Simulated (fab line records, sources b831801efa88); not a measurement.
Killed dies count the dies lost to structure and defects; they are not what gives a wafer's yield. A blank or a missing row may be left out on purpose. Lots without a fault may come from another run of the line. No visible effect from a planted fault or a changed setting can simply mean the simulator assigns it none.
Chamber matching / flow sky130 / SKY_VIA3_CMP_24 on cmp-02: 4 sister chambers
The step polishes, stops on SiO2, t overpolish 20 s, target thk 0 nm. 8 wafers are shown with their chamber, then 12 later ones without.

WAFERS PAIRED WITH THEIR CHAMBERS
wafer=L081.1; chamber=3; motor current A (A)=10.6; time to endpoint s (s)=95
wafer=L082.2; chamber=3; motor current A (A)=10.5; time to endpoint s (s)=91
wafer=L082.6; chamber=1; motor current A (A)=11.2; time to endpoint s (s)=94
wafer=L083.2; chamber=1; motor current A (A)=10.9; time to endpoint s (s)=93
wafer=L087.4; chamber=2; motor current A (A)=10.0; time to endpoint s (s)=95
wafer=L088.1; chamber=2; motor current A (A)=10.2; time to endpoint s (s)=94
wafer=L088.4; chamber=0; motor current A (A)=11.4; time to endpoint s (s)=88
wafer=L088.6; chamber=0; motor current A (A)=11.7; time to endpoint s (s)=89

WAFERS WITH NO CHAMBER GIVEN
wafer=L092.1; motor current A (A)=9.3; time to endpoint s (s)=94
wafer=L092.3; motor current A (A)=11.6; time to endpoint s (s)=87
wafer=L092.4; motor current A (A)=11.1; time to endpoint s (s)=90
wafer=L094.2; motor current A (A)=12.5; time to endpoint s (s)=85
wafer=L094.4; motor current A (A)=11.3; time to endpoint s (s)=95
wafer=L094.6; motor current A (A)=11.3; time to endpoint s (s)=92
wafer=L093.4; motor current A (A)=10.5; time to endpoint s (s)=96
wafer=L093.5; motor current A (A)=11.4; time to endpoint s (s)=90
wafer=L093.6; motor current A (A)=11.6; time to endpoint s (s)=94
wafer=L097.3; motor current A (A)=11.7; time to endpoint s (s)=88
wafer=L097.4; motor current A (A)=10.4; time to endpoint s (s)=93
wafer=L097.5; motor current A (A)=10.4; time to endpoint s (s)=92

THE CHAMBER EACH PASSED THROUGH
wafer=L092.1; from the rows above=2; in truth=2
wafer=L092.3; from the rows above=0; in truth=0
wafer=L092.4; from the rows above=can't be placed: 1 or 0 or 3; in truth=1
wafer=L094.2; from the rows above=0; in truth=0
wafer=L094.4; from the rows above=1; in truth=1
wafer=L094.6; from the rows above=can't be placed: 1 or 0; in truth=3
wafer=L093.4; from the rows above=can't be placed: 3 or 2 or 1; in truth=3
wafer=L093.5; from the rows above=can't be placed: 0 or 1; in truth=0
wafer=L093.6; from the rows above=can't be placed: 1 or 0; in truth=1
wafer=L097.3; from the rows above=0; in truth=0
wafer=L097.4; from the rows above=can't be placed: 3 or 2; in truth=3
wafer=L097.5; from the rows above=can't be placed: 3 or 2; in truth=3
5 of 12 placed correctly. These rows do not allow placing 7 (true chamber among the candidates in 6). Placed wrongly: 0.
How it was worked out, from the rows above alone: a wafer's distance from a chamber is the root of the sum, over the readings, of the square of ((its reading less the chamber's mean) divided by the reading's scatter). The wafer belongs to the nearest chamber; if the next one is less than 2 further off, it can't be placed. For every chamber, the mean is computed from those of its wafers that are shown. The scatter: take each reading less its chamber's mean, square it, sum over the shown wafers, divide by the number of wafers less the number of chambers, and take the root.
